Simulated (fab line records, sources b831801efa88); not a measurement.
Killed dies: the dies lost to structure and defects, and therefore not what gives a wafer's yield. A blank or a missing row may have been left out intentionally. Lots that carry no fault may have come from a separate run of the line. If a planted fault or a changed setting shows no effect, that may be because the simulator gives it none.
Which tool is to blame? | flow sky130 | 13 lots with 39 wafers sampled at 5 steps, on a route of 708 steps

== WHAT EACH GAUGE READ, for each wafer ==
The record holds no reading of a measuring or inspecting step that can be judged against a usual standard deviation.

== WHAT TOOL EACH LOT RAN ON (gives the tool, then ch and the chambers of the sampled wafers, and finally the start) ==
lot  | SKY_METAL3_SPUTTER_01       | SKY_METAL3_SPUTTER_04       | SKY_CAPM_STRIP_14                   | SKY_VIA3_DEVELOP_11              | SKY_PAD_OPEN_PROBE_99
L624 | pvdSputter-02, day 37 06:40 | pvdSputter-02, day 37 06:45 | plasmaAsher-03 ch 0,1, day 38 09:10 | lithoTrack-01 ch 0, day 40 14:00 | prober-01, day 46 19:47
L627 | pvdSputter-03, day 38 06:08 | pvdSputter-03, day 38 06:13 | plasmaAsher-03 ch 0,1, day 39 08:35 | lithoTrack-01 ch 0, day 41 12:00 | prober-01, day 47 12:58
L625 | pvdSputter-01, day 38 07:28 | pvdSputter-01, day 38 07:33 | plasmaAsher-03 ch 0,1, day 39 09:46 | lithoTrack-01 ch 0, day 41 14:00 | prober-02, day 47 15:13
L629 | pvdSputter-02, day 39 00:49 | pvdSputter-02, day 39 00:54 | plasmaAsher-04 ch 0,1, day 40 02:11 | lithoTrack-02 ch 0, day 42 06:00 | prober-02, day 48 05:11
L631 | pvdSputter-01, day 39 07:59 | pvdSputter-01, day 39 08:05 | plasmaAsher-03 ch 0,1, day 40 09:52 | lithoTrack-01 ch 0, day 42 13:00 | prober-01, day 48 10:12
L634 | pvdSputter-03, day 40 08:49 | pvdSputter-03, day 40 08:53 | plasmaAsher-02 ch 1, day 41 09:13   | lithoTrack-01 ch 0, day 43 10:00 | prober-01, day 49 03:41
L636 | pvdSputter-03, day 41 09:52 | pvdSputter-03, day 41 09:57 | plasmaAsher-02 ch 0,1, day 42 09:54 | lithoTrack-01 ch 0, day 44 10:00 | prober-02, day 49 22:36
L638 | pvdSputter-02, day 41 11:22 | pvdSputter-02, day 41 11:27 | plasmaAsher-02 ch 0,1, day 42 12:20 | lithoTrack-01 ch 0, day 44 14:00 | prober-01, day 50 02:20
L639 | pvdSputter-02, day 41 23:37 | pvdSputter-02, day 41 23:41 | plasmaAsher-04 ch 0,1, day 42 23:31 | lithoTrack-04 ch 0, day 45 00:00 | prober-02, day 50 10:50
L640 | pvdSputter-03, day 42 02:23 | pvdSputter-03, day 42 02:28 | plasmaAsher-03 ch 0,1, day 43 02:23 | lithoTrack-04 ch 0, day 45 02:00 | prober-01, day 50 12:33
L644 | pvdSputter-02, day 43 04:34 | pvdSputter-02, day 43 04:39 | plasmaAsher-03 ch 0,1, day 44 04:22 | lithoTrack-02 ch 0, day 46 03:00 | prober-02, day 51 06:35
L645 | pvdSputter-02, day 43 08:30 | pvdSputter-02, day 43 08:35 | plasmaAsher-04 ch 0,1, day 44 08:15 | lithoTrack-04 ch 0, day 46 06:00 | prober-01, day 51 08:06
L646 | pvdSputter-02, day 43 11:08 | pvdSputter-02, day 43 11:13 | plasmaAsher-03 ch 0,1, day 44 10:55 | lithoTrack-04 ch 0, day 46 08:00 | prober-02, day 51 09:19
- SKY_METAL3_SPUTTER_01: material TiN, target thk 20 nm, time 16.7 s.
- SKY_METAL3_SPUTTER_04: material TiN, target thk 70 nm, time 58.3 s.
- SKY_CAPM_STRIP_14: strips in O2/N2.
- SKY_VIA3_DEVELOP_11: develop time 60 s.
- SKY_PAD_OPEN_PROBE_99

== WHAT THE TOOLS THEMSELVES READ (means of the sampled wafers that have a number; where no wafer has one, the mark that the record gives instead) ==
SKY_METAL3_SPUTTER_01. Usual: throttleValvePct at 30.2 %, with a standard deviation of 1.1.
lot  | tool          | throttleValvePct (%) | flag
L624 | pvdSputter-02 | 30.9                 | 
L627 | pvdSputter-03 | 29.5                 | 
L625 | pvdSputter-01 | 30.2                 | 
L629 | pvdSputter-02 | 29.8                 | 
L631 | pvdSputter-01 | 30.7                 | 
L634 | pvdSputter-03 | 29.7                 | 
L636 | pvdSputter-03 | 29.9                 | 
L638 | pvdSputter-02 | 31.0                 | 
L639 | pvdSputter-02 | 30.1                 | 
L640 | pvdSputter-03 | 29.1                 | 
L644 | pvdSputter-02 | 29.7                 | 
L645 | pvdSputter-02 | 30.3                 | 
L646 | pvdSputter-02 | 30.5                 | 

SKY_METAL3_SPUTTER_04. Usual: throttleValvePct at 30.2 %, with a standard deviation of 1.1.
lot  | tool          | throttleValvePct (%) | flag
L624 | pvdSputter-02 | 31.0                 | 
L627 | pvdSputter-03 | 29.4                 | 
L625 | pvdSputter-01 | 30.1                 | 
L629 | pvdSputter-02 | 29.5                 | 
L631 | pvdSputter-01 | 30.6                 | 
L634 | pvdSputter-03 | 29.7                 | 
L636 | pvdSputter-03 | 29.6                 | 
L638 | pvdSputter-02 | 30.9                 | 
L639 | pvdSputter-02 | 29.8                 | 
L640 | pvdSputter-03 | 29.1                 | 
L644 | pvdSputter-02 | 29.9                 | 
L645 | pvdSputter-02 | 30.3                 | 
L646 | pvdSputter-02 | 30.5                 | 

SKY_CAPM_STRIP_14. Usual: drypumpMotorCurrentA 5.9 A, standard deviation 0.42; oesProductAu 0.710 a.u., standard deviation 0.0048; stripTimeToEndpointS 12.66 s, standard deviation 0.048.
lot  | tool           | drypumpMotorCurrentA (A) | oesProductAu (a.u.) | stripTimeToEndpointS (s) | flag
L624 | plasmaAsher-03 | 6.1                      | 0.710               | 12.61                    | 
L627 | plasmaAsher-03 | 6.0                      | 0.711               | 12.70                    | 
L625 | plasmaAsher-03 | 6.1                      | 0.706               | 12.68                    | 
L629 | plasmaAsher-04 | 6.3                      | 0.713               | 12.60                    | 
L631 | plasmaAsher-03 | 6.1                      | 0.708               | 12.62                    | 
L634 | plasmaAsher-02 | 5.2                      | 0.711               | 12.72                    | 
L636 | plasmaAsher-02 | 5.2                      | 0.707               | 12.70                    | 
L638 | plasmaAsher-02 | 5.2                      | 0.707               | 12.67                    | 
L639 | plasmaAsher-04 | 6.2                      | 0.713               | 12.61                    | 
L640 | plasmaAsher-03 | 6.1                      | 0.710               | 12.64                    | 
L644 | plasmaAsher-03 | 6.1                      | 0.713               | 12.69                    | 
L645 | plasmaAsher-04 | 6.2                      | 0.710               | 12.65                    | 
L646 | plasmaAsher-03 | 6.1                      | 0.711               | 12.67                    | 

SKY_VIA3_DEVELOP_11. Usual: developerTempC at 21.02 C, with a standard deviation of 0.1.
lot  | tool          | developerTempC (C) | flag
L624 | lithoTrack-01 | 20.96              | 
L627 | lithoTrack-01 | 20.97              | 
L625 | lithoTrack-01 | 21.12              | 
L629 | lithoTrack-02 | 20.96              | 
L631 | lithoTrack-01 | 21.06              | 
L634 | lithoTrack-01 | 20.27              | OFF
L636 | lithoTrack-01 | 20.15              | OFF
L638 | lithoTrack-01 | 20.14              | OFF
L639 | lithoTrack-04 | 20.96              | 
L640 | lithoTrack-04 | 21.10              | 
L644 | lithoTrack-02 | 20.84              | 
L645 | lithoTrack-04 | 21.09              | 
L646 | lithoTrack-04 | 21.03              | 

SKY_PAD_OPEN_PROBE_99. Usual: killed_at_M0_to_M3 43, standard deviation 6.8; killed_at_M4_up 3.2, standard deviation 2; killedAtContacts 24, standard deviation 5.3; killedAtFrontEnd 16, standard deviation 4.4; killedAtOther 0.3, standard deviation 0.54; killedDies 86, standard deviation 9.4; killedOpen 48, standard deviation 6.6; killedShort 38, standard deviation 6.5.
lot  | tool      | killed_at_M0_to_M3 | killed_at_M4_up | killedAtContacts | killedAtFrontEnd | killedAtOther | killedDies | killedOpen | killedShort | flag
L624 | prober-01 | 46                 | 3.3             | 22               | 16               | 0.3           | 88         | 47         | 41          | 
L627 | prober-01 | 45                 | 2.3             | 23               | 17               | 0.0           | 88         | 51         | 37          | 
L625 | prober-02 | 51                 | 4.7             | 24               | 15               | 0.3           | 95         | 47         | 48          | 
L629 | prober-02 | 37                 | 4.7             | 25               | 12               | 0.3           | 79         | 44         | 35          | 
L631 | prober-01 | 40                 | 5.7             | 17               | 15               | 0.3           | 78         | 42         | 36          | 
L634 | prober-01 | 37                 | 2.3             | 25               | 14               | 0.0           | 78         | 41         | 37          | 
L636 | prober-02 | 48                 | 2.0             | 25               | 15               | 0.3           | 91         | 55         | 35          | 
L638 | prober-01 | 50                 | 5.3             | 27               | 19               | 0.0           | 101        | 56         | 44          | 
L639 | prober-02 | 41                 | 2.7             | 20               | 17               | 0.7           | 82         | 42         | 40          | 
L640 | prober-01 | 41                 | 3.3             | 22               | 17               | 0.3           | 84         | 45         | 39          | 
L644 | prober-02 | 45                 | 1.7             | 24               | 16               | 0.0           | 87         | 52         | 34          | 
L645 | prober-01 | 39                 | 4.7             | 26               | 20               | 0.7           | 91         | 49         | 41          | 
L646 | prober-02 | 42                 | 2.3             | 28               | 15               | 0.3           | 87         | 51         | 35          | 

== THE ANSWER, worked out from the rows above alone ==
Rule: a lot is off if the mean of its wafers that have a number lies more than 3 standard deviations from the usual mean. A lot without any number at a reading at which 4 lots or more have one is off too. Where the step has rows for the other lots, those lots are counted as sound. After the gauges, taken in route order, come the tools' own readings; for these a lot's mean is taken, as printed above. At the first step where some lot is off, the reading lying furthest off is the one used; lots without a number count as furthest.
Off: L634, L636, L638, at SKY_VIA3_DEVELOP_11 (developerTempC).
A tool fits if, at that step or a process step before it, it ran every lot that is off, and no sound lot after the first of them. Undecided on this evidence; 2 tools fit (plasmaAsher-02 at SKY_CAPM_STRIP_14, lithoTrack-01 at SKY_VIA3_DEVELOP_11).

== WHAT WAS PUT IN BY THE SIMULATOR ==
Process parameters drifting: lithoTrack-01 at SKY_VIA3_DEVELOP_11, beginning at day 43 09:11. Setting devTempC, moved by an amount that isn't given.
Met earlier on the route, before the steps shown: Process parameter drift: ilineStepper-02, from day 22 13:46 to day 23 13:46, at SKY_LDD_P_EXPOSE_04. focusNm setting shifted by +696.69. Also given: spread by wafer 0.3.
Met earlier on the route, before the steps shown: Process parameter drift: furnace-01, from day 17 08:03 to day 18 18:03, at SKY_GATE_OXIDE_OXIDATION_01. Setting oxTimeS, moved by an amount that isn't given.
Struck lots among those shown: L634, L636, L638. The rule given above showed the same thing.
